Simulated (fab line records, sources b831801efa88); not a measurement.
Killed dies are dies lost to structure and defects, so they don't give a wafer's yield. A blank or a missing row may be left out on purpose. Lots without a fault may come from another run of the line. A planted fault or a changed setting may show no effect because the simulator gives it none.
fab line records | flow sky130
record lots=13 wafers=37 last_day=51
route steps=708 shown METAL1@438 METAL2@500 VIA2@508
lots that met no fault: from a run of the same line without faults
start_h: hours from the record's first day to the start of the lot's first wafer shown | wait_h: hours since the lot's step before | " the same as in the row above | L1.1+2: a row that stands for several wafers | - no value, or no start given | * or withheld: withheld | < > ~ a bound
route shown NAME@n: a module of which the file shows steps, and the number in the route of the first | usual: mean/standard deviation of fault-free wafers | same: alike in all rows | chamber/n: place in a boat | sites: the reading at each site | _std_site: their standard deviation | _edge_site: outer sites' mean less inner sites' | radius_mm: how far each site lies from the wafer's centre | mask NAME#n: copy n | behind: the tool/chamber that last shaped the wafer | hold: why the lot was held/for how many hours/how that ended | device: the transistor (n, p or np) that didn't switch | end of line: the same wafers' tests at the end of the route | a step without rows: its recipe alone | killed: dies lost to structure and defects at the first sort, not the wafer's yield | map: a wafer's dies, x killed, . not, _ none there
set.NAME: the setting as run; set.NAME@STEP: as run at that earlier step | model.NAME: the simulator's own value behind a step, which no gauge read
steps of the route over a sample of lots; a table a step, a row a wafer
services: from which hour (start_h, from the record's first day; less than 0 if before it) a tool's chamber was out of use, for how many hours, and why
## steps
# step SKY_METAL1_SPUTTER_04
# recipe material=TiN target_thk_nm=70 power_w=6500 time_s=58.3 chamber_pressure_pa=0.4
# usual throttle_valve_pct=30.1/1
# same time_s=58.3
# columns lot.wafer tool chamber start_h wait_h throttle_valve_pct
L375.1 pvd_sputter-01 - 756.86 0.0 29.7
L375.3 " - " " 31.3
L375.4 " - " " 31.1
L377.1 pvd_sputter-03 - 777.80 0.0 29.9
L377.2 " - " " 28.8
L377.4 " - " " 29.5
L378.4 pvd_sputter-03 - 779.42 0.0 29.3
L378.5 " - " " 29.5
L378.6 " - " " 28.6
L379.1 pvd_sputter-01 - 797.18 0.0 31.1
L379.3 " - " " 31.4
L379.6 " - " " 29.7
L380.3 pvd_sputter-01 - 800.90 0.0 31.1
L380.5 " - " " 29.6
L380.6 " - " " 30.9
L381.2 pvd_sputter-02 - 808.86 0.0 28.7
L381.4 " - " " 31.4
L381.5 " - " " 29.8
L383.2 pvd_sputter-01 - 825.95 0.0 30.8
L383.5 " - " " 31.3
L383.6 " - " " 31.3
L388.3 pvd_sputter-02 - 857.08 0.0 31.6
L388.4 " - " " 28.4
L388.6 " - " " 31.2
L387.5 pvd_sputter-02 - 860.46 0.0 28.3
L391.3 pvd_sputter-01 - 878.45 0.0 30.8
L391.4 " - " " 31.2
L391.5 " - " " 31.4
L392.1 pvd_sputter-02 - 880.35 0.0 28.5
L392.3 " - " " 31.4
L392.6 " - " " 31.7
L396.1 pvd_sputter-01 - 912.04 0.0 29.7
L396.4 " - " " 31.3
L396.5 " - " " 31.1
L398.1 pvd_sputter-03 - 928.54 0.0 29.8
L398.3 " - " " 29.3
L398.4 " - " " 28.6
# step SKY_METAL2_DESCUM_17
# recipe chemistry=O2 source_power_w=150 bias_power_w=0 pressure_mtorr=10 temp_c=40 time_s=8
# usual drypump_motor_current_A=5.48/0.27 oes_product_au=1.001/0.016 rf_fwd_power_W=147.4/0.76
# same bias_power_w=0 time_s=8
# columns lot.wafer tool chamber start_h wait_h drypump_motor_current_A oes_product_au rf_fwd_power_W rf_hours_counter_h
L375.1 rie_metal-02 0 840.58 0.0 5.22 1.023 147.2 3
L375.3 " 0 " " 5.22 1.026 147.3 -
L375.4 " 1 " " 5.73 1.013 147.6 -
L377.1 rie_metal-01 1 861.89 0.0 5.26 0.982 146.7 14
L377.2 " 0 " " 5.73 0.989 147.2 7
L377.4 " 1 " " 5.27 0.971 147.2 -
L378.4 rie_metal-04 1 863.75 0.0 5.83 0.998 147.6 -
L378.5 " 1 " " 5.84 0.996 147.6 -
L378.6 " 0 " " 5.20 0.994 145.7 -
L379.1 rie_metal-04 1 880.29 0.0 5.84 1.005 148.0 10
L379.3 " 1 " " 5.84 1.003 147.4 -
L379.6 " 0 " " 5.17 1.008 146.7 -
L380.3 rie_metal-01 1 883.90 0.0 5.29 0.973 147.2 -
L380.5 " 1 " " 5.29 0.973 147.7 -
L380.6 " 0 " " 5.72 0.990 148.2 -
L381.2 rie_metal-02 0 892.59 0.0 5.22 1.014 148.0 5
L381.4 " 1 " " 5.71 1.022 147.6 -
L381.5 " 0 " " 5.23 1.002 148.5 -
L383.2 rie_metal-02 0 908.14 0.0 5.22 1.022 148.1 -
L383.5 " 0 " " 5.22 1.016 147.5 -
L383.6 " 0 " " 5.23 1.028 148.4 -
L388.3 rie_metal-01 0 939.04 0.0 5.70 0.993 147.8 -
L388.4 " 1 " " 5.26 0.967 147.1 -
L388.6 " 1 " " 5.25 0.993 147.3 -
L387.5 rie_metal-02 0 942.60 0.0 5.23 1.018 148.0 -
L391.3 rie_metal-01 1 958.20 0.0 5.26 0.974 147.3 -
L391.4 " 0 " " 5.74 0.991 147.6 -
L391.5 " 0 " " 5.74 0.986 149.0 -
L392.1 rie_metal-04 1 960.98 0.0 5.85 0.987 147.5 13
L392.3 " 0 " " 5.17 1.002 145.7 -
L392.6 " 1 " " 5.87 0.995 147.4 -
L396.1 rie_metal-01 0 990.09 0.0 5.75 0.980 149.0 13
L396.4 " 0 " " 5.75 0.982 149.0 -
L396.5 " 0 " " 5.75 0.981 148.6 -
L398.1 rie_metal-01 1 1006.09 0.0 5.28 0.979 146.9 21
L398.3 " 0 " " 5.73 0.979 148.7 -
L398.4 " 1 " " 5.26 0.983 146.7 -
# step SKY_METAL2_ETCH_18
# recipe chemistry=N2/H2 target=BARC ion_energy_ev=200 bias_w=100 pressure_mtorr=30 n2_flow_sccm=100 h2_flow_sccm=200 icp_w=500 stop_on=SiO2 time_s=45.9 target_depth_a=600
# usual drypump_motor_current_A=5.49/0.27 n2_flow_sccm=100.0/0.32 oes_product_au=0.856/0.0052 rf_fwd_power_W=495.5/1.6 run_length_s=74.4/0.56 throttle_valve_pct=13.225/0.0092
# columns lot.wafer tool chamber start_h wait_h drypump_motor_current_A n2_flow_sccm oes_product_au rf_fwd_power_W rf_hours_counter_h run_length_s throttle_valve_pct
L375.1 rie_metal-02 0 840.61 0.0 5.23 100.0 0.853 494.2 3 74.9 13.213
L375.3 " 0 " " 5.25 100.4 0.853 493.8 - 74.8 13.238
L375.4 " 1 " " 5.73 99.4 0.854 496.0 - 74.4 13.233
L377.1 rie_metal-01 1 861.92 0.0 5.28 100.0 0.858 497.5 14 73.3 13.222
L377.2 " 0 " " 5.72 100.5 0.861 495.7 7 74.4 13.227
L377.4 " 1 " " 5.26 99.9 0.861 495.1 - 73.6 13.231
L378.4 rie_metal-04 1 863.79 0.0 5.85 100.1 0.849 495.1 - 73.7 13.211
L378.5 " 1 " " 5.86 99.9 0.864 497.3 - 73.7 13.213
L378.6 " 0 " " 5.17 100.5 0.855 490.7 - 74.3 13.231
L379.1 rie_metal-04 1 880.32 0.0 5.85 100.1 0.862 495.0 10 74.1 13.213
L379.3 " 1 " " 5.85 99.5 0.851 493.7 - 73.6 13.210
L379.6 " 0 " " 5.20 99.6 0.855 492.9 - 74.6 13.225
L380.3 rie_metal-01 1 883.94 0.0 5.27 99.9 0.863 496.7 - 73.3 13.231
L380.5 " 1 " " 5.27 99.6 0.864 497.3 - 73.5 13.219
L380.6 " 0 " " 5.75 100.1 0.856 494.6 - 74.9 13.239
L381.2 rie_metal-02 0 892.62 0.0 5.22 100.4 0.861 494.2 5 74.9 13.225
L381.4 " 1 " " 5.72 100.1 0.856 496.2 - 75.0 13.205
L381.5 " 0 " " 5.23 100.2 0.861 494.7 - 74.8 13.230
L383.2 rie_metal-02 0 908.21 0.1 5.25 100.1 0.855 495.3 - 75.0 13.216
L383.5 " 0 " " 5.23 99.8 0.855 494.9 - 74.8 13.237
L383.6 " 0 " " 5.23 99.9 0.859 495.2 - 74.7 13.227
L388.3 rie_metal-01 0 939.08 0.0 5.73 100.0 0.857 497.0 - 74.6 13.221
L388.4 " 1 " " 5.27 99.7 0.865 493.3 - 73.5 13.236
L388.6 " 1 " " 5.28 99.8 0.857 494.4 - 73.2 13.219
L387.5 rie_metal-02 0 942.65 0.0 5.24 100.5 0.985 - - 68.3 13.238
L391.3 rie_metal-01 1 958.24 0.0 5.27 100.6 0.850 494.1 - 73.2 13.221
L391.4 " 0 " " 5.75 99.8 0.854 497.7 - 74.3 13.234
L391.5 " 0 " " 5.73 99.9 0.864 497.8 - 74.5 13.213
L392.1 rie_metal-04 1 961.01 0.0 5.84 100.5 0.860 493.6 13 73.7 13.239
L392.3 " 0 " " 5.15 99.9 0.859 494.1 - 74.3 13.212
L392.6 " 1 " " 5.84 100.3 0.849 495.2 - 73.7 13.214
L396.1 rie_metal-01 0 990.12 0.0 5.74 99.7 0.853 496.9 13 74.9 13.235
L396.4 " 0 " " 5.75 99.8 0.858 495.6 - 74.6 13.230
L396.5 " 0 " " 5.73 100.1 0.858 495.9 - 75.1 13.230
L398.1 rie_metal-01 1 1006.12 0.0 5.27 99.8 0.854 496.3 21 73.3 13.225
L398.3 " 0 " " 5.74 100.2 0.854 498.0 - 74.3 13.217
L398.4 " 1 " " 5.27 100.0 0.858 494.2 - 73.4 13.222
# step SKY_VIA2_THK_MEAS_01
# recipe reads=SiO2_of_VIA2_HDPCVD_00
# usual VIA2_HDPCVD_THK=1176/15
# columns lot.wafer tool chamber start_h wait_h VIA2_HDPCVD_THK[nm]
L375.1 film_metro-04 - 841.52 0.1 1159
L375.3 " - " " 1161
L375.4 " - " " 1142
L377.1 film_metro-01 - 862.79 0.1 1163
L377.2 " - " " 1163
L377.4 " - " " 1162
L378.4 film_metro-01 - 865.07 0.0 1189
L378.5 " - " " 1196
L378.6 " - " " 1184
L379.1 film_metro-04 - 881.20 0.1 1182
L379.3 " - " " 1191
L379.6 " - " " 1208
L380.3 film_metro-03 - 884.82 0.1 1197
L380.5 " - " " 1202
L380.6 " - " " 1182
L381.2 film_metro-01 - 893.50 0.1 1186
L381.4 " - " " 1185
L381.5 " - " " 1178
L383.2 film_metro-01 - 909.22 0.1 1154
L383.5 " - " " 1188
L383.6 " - " " 1189
L388.3 film_metro-04 - 939.95 0.1 1193
L388.4 " - " " 1193
L388.6 " - " " 1206
L387.5 film_metro-03 - 943.52 0.0 1197
L391.3 film_metro-03 - 959.13 0.1 1173
L391.4 " - " " 1166
L391.5 " - " " 1171
L392.1 film_metro-04 - 962.03 0.1 1177
L392.3 " - " " 1171
L392.6 " - " " 1180
L396.1 film_metro-01 - 991.09 0.1 1162
L396.4 " - " " 1169
L396.5 " - " " 1162
L398.1 film_metro-04 - 1007.09 0.1 1175
L398.3 " - " " 1169
L398.4 " - " " 1188
## services
# columns tool chamber start_h hours kind
rie_metal-02 0 747.55 - clean
rie_metal-02 0 747.55 25.2 scheduled_down
rie_metal-02 0 747.55 25.2 vent_cycle
pvd_sputter-03 - 754.15 9.5 repair
pvd_sputter-01 - 765.03 9.7 repair
pvd_sputter-03 - 767.52 0.8 repair
pvd_sputter-01 - 773.39 1.7 repair
rie_metal-01 - 832.78 0.2 repair
rie_metal-04 1 845.03 5.6 repair
pvd_sputter-02 - 887.03 0.6 repair
rie_metal-02 1 896.19 13.8 repair
rie_metal-01 - 896.53 1.4 pm
pvd_sputter-03 - 911.46 1.9 repair
rie_metal-04 - 933.44 26.7 repair
pvd_sputter-02 - 956.80 4.2 repair
## key
first_sign step=SKY_METAL2_ETCH_18 reading=oes_product_au direction=up sigmas=25 usual=0.856 struck=0.985
effect step=SKY_METAL2_ETCH_18 reading=run_length_s direction=down sigmas=11 usual=* struck=*
met_at SKY_METAL2_ETCH_18
struck_lots L387
struck_wafers L387.5
sort_left_out L387.5
tester_left_out L387
not_acting_at SKY_METAL1_SPUTTER_04,SKY_METAL2_DESCUM_17,SKY_VIA2_THK_MEAS_01
onset_between 908.21 942.65
earlier_fault kind=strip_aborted tool=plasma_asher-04 chamber=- onset_h=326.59 steps=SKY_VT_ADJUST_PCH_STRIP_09 offset=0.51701 end_h=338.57
fault kind=process_parameter_drift tool=rie_metal-02 chamber=0 onset_h=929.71 steps=SKY_METAL2_ETCH_18 channel=time_s offset=* shape=step acts_in=* stated=*
# tester_left_out: of these lots the tester's yield and bins aren't shown, on N5 and GAA mostly nor the transistor test; their killed dies are dies lost to structure and defects alone, not to doping, threshold or leakage, so they don't give the yield
# sort_left_out: the simulated sort isn't trusted on such a fault, so these wafers' sort isn't shown, and their yield isn't known
